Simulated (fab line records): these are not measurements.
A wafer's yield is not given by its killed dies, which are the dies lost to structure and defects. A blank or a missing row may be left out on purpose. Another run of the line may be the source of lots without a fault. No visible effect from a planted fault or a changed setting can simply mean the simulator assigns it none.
A struck lot beside a sound one || flow sky130 || 16 steps out of a route of 708
Sound: these wafers, L913.3, L913.4, L913.6. Struck: wafers L931.1, L931.6 (left out: L931.3, a lot-mate that was not struck); the cause follows at the end.
Order at every step that has rows: each side's tool, ch and its chambers, its first start. Under that, the readings that differ: sound wafers || struck wafers || difference of the means || sigmas: that difference in standard deviations of wafers without a fault.
alike: a reading whose means differ by less than 2 such deviations, as well as words and numbers matching on both sides. not compared: withheld readings; readings where some wafer has no value; bounds like >300 that might hide an equal value; numbers whose values overlap and for which the record gives no deviation.
Wherever a step has rows on one side only, a row that says differs or no value, or a row with sigmas, the two part there. Numbers that don't overlap but have no deviation are shown without sigmas and don't part them. Lack of a reading on every wafer of one side parts them only where that side has two or more wafers.

first, 2 steps without rows for these wafers: SKY_METAL4_PEB_11; SKY_METAL4_DEVELOP_12 (develop time 60 s).
SKY_METAL4_CD_MEAS_13: target cd 300 nm.
  sound on cd_sem-01, day 42 01:50; struck on cd_sem-01, day 46 18:45
  alike: cd_nm
SKY_METAL4_OVL_MEAS_14:
  sound on overlay-02, day 42 01:56; struck on overlay-02, day 46 18:52
  alike: METAL4_OVL
then, 1 step without rows for these wafers: SKY_METAL4_DESCUM_15 (chemistry O2, time 8 s).
SKY_METAL4_ETCH_16: etches BARC in N2/H2, stops on SiO2, time 88.2 s, target depth 60 nm.
  sound on rie_metal-04 ch 0,1, day 42 02:01; struck on rie_metal-02 ch 0,1, day 46 18:56
  alike: drypump_motor_current_A, n2_flow_sccm, oes_product_au, throttle_valve_pct
  not compared: rf_hours_counter_h
SKY_METAL4_ETCH_17: etches SiO2 in C4F8/O2/Ar, stops on TiN, time 3.9 s, target depth 15 nm.
  sound on rie_diel-02 ch 0,1,3, day 42 02:05; struck on rie_diel-04 ch 2,3, day 46 19:02
  alike: oes_product_au
  not compared: rf_hours_counter_h
SKY_METAL4_METAL_ETCH_18: etches the open film in Cl2/BCl3, stops on SiO2, target depth 845 nm, time 183.1 s.
  sound on rie_metal-03 ch 0,1, day 42 02:10; struck on rie_metal-03 ch 0,1, day 46 19:03
  alike: drypump_motor_current_A, oes_product_au, throttle_valve_pct
  not compared: rf_hours_counter_h
SKY_METAL4_STRIP_19: strips in O2/N2.
  sound on plasma_asher-04 ch 0,1, day 42 02:19; struck on plasma_asher-01 ch 1, day 46 19:14
  alike: drypump_motor_current_A, n2_flow_sccm, oes_product_au, strip_time_to_endpoint_s
  not compared: rf_hours_counter_h
then, 3 steps without rows for these wafers: SKY_METAL4_STRIP_20 (strips in post etch residue remover, time 1200 s); SKY_METAL4_CLEAN_21 (cleans in IPA, time 180 s); SKY_METAL4_CLEAN_22 (cleans in O3/DIW).
SKY_VIA4_HDPCVD_00: deposits SiO2, target thk 1750 nm, time 291.7 s.
  sound on hdpcvd-02 ch 0,2, day 42 02:52; struck on hdpcvd-01 ch 0, day 46 19:53
{"reading": "run_length_s (s)", "sound": "320.4 320.3 318.8", "struck": "340.3 340.6", "difference": "+20.6", "sigmas": "+31"}
{"reading": "model.SiO2_of_VIA4_HDPCVD_00.thk_nm (nm)", "sound": "1759 1726 1741", "struck": "1879 1850", "difference": "+122", "sigmas": ""}
  alike: sih4_flow_sccm
SKY_VIA4_THK_MEAS_01:
  sound on film_metro-01, day 42 03:04; struck on film_metro-03, day 46 20:04
{"reading": "VIA4_HDPCVD_THK (nm)", "sound": "1761 1726 1741", "struck": "1878 1851", "difference": "+122", "sigmas": "+8"}
SKY_VIA4_CMP_02: polishes SiO2.
  sound on cmp-02 ch 0,2, day 42 03:10; struck on cmp-02 ch 0,3, day 46 20:11
  alike: head_pressure_psi, motor_current_A, retaining_ring_pressure_frac
-- the record jumps here: 3 days lie between the struck wafers' starts before and after (it left off in module VIA4 and takes up again in module PAD_OPEN, whose first step shown is number 708 of the route) --
SKY_PAD_OPEN_PROBE_99:
  sound on prober-01, day 46 01:31; struck on prober-02, day 50 01:58
  alike: defect_limited_yield, killed_at_M0_to_M3, killed_at_M4_up, killed_at_contacts, killed_at_front_end, killed_at_other, killed_dies, killed_open, killed_short, sort_bin_3_pad_short, sort_bin_5_function, sort_bin_6_memory, sort_n_pass, sort_yield_pct

== WHERE THEY PART ==
First at SKY_VIA4_HDPCVD_00; last, within this record, at SKY_VIA4_THK_MEAS_01. Later steps at which nothing parts them and some readings are alike: SKY_VIA4_CMP_02, SKY_PAD_OPEN_PROBE_99.

WHY: whatever the simulator had introduced
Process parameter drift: hdpcvd-01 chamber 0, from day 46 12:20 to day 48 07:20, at SKY_VIA4_HDPCVD_00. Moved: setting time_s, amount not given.
